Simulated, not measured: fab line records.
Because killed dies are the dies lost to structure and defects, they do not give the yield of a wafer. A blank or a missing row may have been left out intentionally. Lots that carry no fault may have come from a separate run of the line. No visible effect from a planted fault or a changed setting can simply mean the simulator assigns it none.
Which of the tools did it? / flow sky130 / at 1 step of a route of 708, 14 lots with 42 wafers sampled

WHAT THE GAUGES READ, wafer by wafer
SKY_POLY_CUT_CD_MEAS_08: target cd 270 nm. Usual: 270.1 nm for cd nm, sd 1.6.
lot=L352; measured=day 24 22:35; on=cd sem-02; cd nm (nm)=269.9 268.7 269.2; flag=
lot=L353; measured=day 25 00:28; on=cd sem-01; cd nm (nm)=272.8 269.2 270.7; flag=
lot=L354; measured=day 25 11:30; on=cd sem-01; cd nm (nm)=269.2 268.5 269.5; flag=
lot=L359; measured=day 27 02:53; on=cd sem-02; cd nm (nm)=271.9 272.3 273.0; flag=
lot=L361; measured=day 28 02:05; on=cd sem-01; cd nm (nm)=270.1 271.1 271.2; flag=
lot=L363; measured=day 28 12:38; on=cd sem-01; cd nm (nm)=268.7 269.2 268.7; flag=
lot=L364; measured=day 28 14:11; on=cd sem-01; cd nm (nm)=268.9 269.4 269.1; flag=
lot=L365; measured=day 28 16:26; on=cd sem-02; cd nm (nm)=267.9 268.0 268.6; flag=
lot=L366; measured=day 29 03:25; on=cd sem-01; cd nm (nm)=270.5 269.5 269.2; flag=
lot=L368; measured=day 29 17:33; on=cd sem-01; cd nm (nm)=271.2 272.0 270.7; flag=
lot=L370; measured=day 30 07:47; on=cd sem-02; cd nm (nm)=271.6 271.0 272.6; flag=
lot=L371; measured=day 30 13:11; on=cd sem-01; cd nm (nm)=271.7 271.5 270.0; flag=
lot=L373; measured=day 31 11:40; on=cd sem-01; cd nm (nm)=267.8 268.3 267.6; flag=
lot=L374; measured=day 31 11:41; on=cd sem-02; cd nm (nm)=268.4 269.1 269.2; flag=

WHAT TOOL EACH LOT RAN ON (gives the tool, then ch and the chambers of the sampled wafers, and finally the start)
Before these readings, the record contains no process step.

WHAT THE TOOLS THEMSELVES READ (means of the sampled wafers that have a number; where no wafer has one, the mark that the record gives instead)
The record holds no such reading with a usual standard deviation.

THE ANSWER, worked out from the rows above alone
Rule: lot off if the mean of its wafers having a number is beyond 3 standard deviations from the usual mean. Also off: a lot with no number at a reading for which 4 or more lots have one. The other lots that the step has rows for count as sound. After the gauges, taken in route order, come the tools' own readings; for these a lot's mean is taken, as printed above. The first step at which some lot is off is used, and at that step the reading that is off furthest; a lot without a number counts as furthest.
None of the lots is off at any reading shown; this tells nothing.

WHAT HAD BEEN PUT IN BY THE SIMULATOR
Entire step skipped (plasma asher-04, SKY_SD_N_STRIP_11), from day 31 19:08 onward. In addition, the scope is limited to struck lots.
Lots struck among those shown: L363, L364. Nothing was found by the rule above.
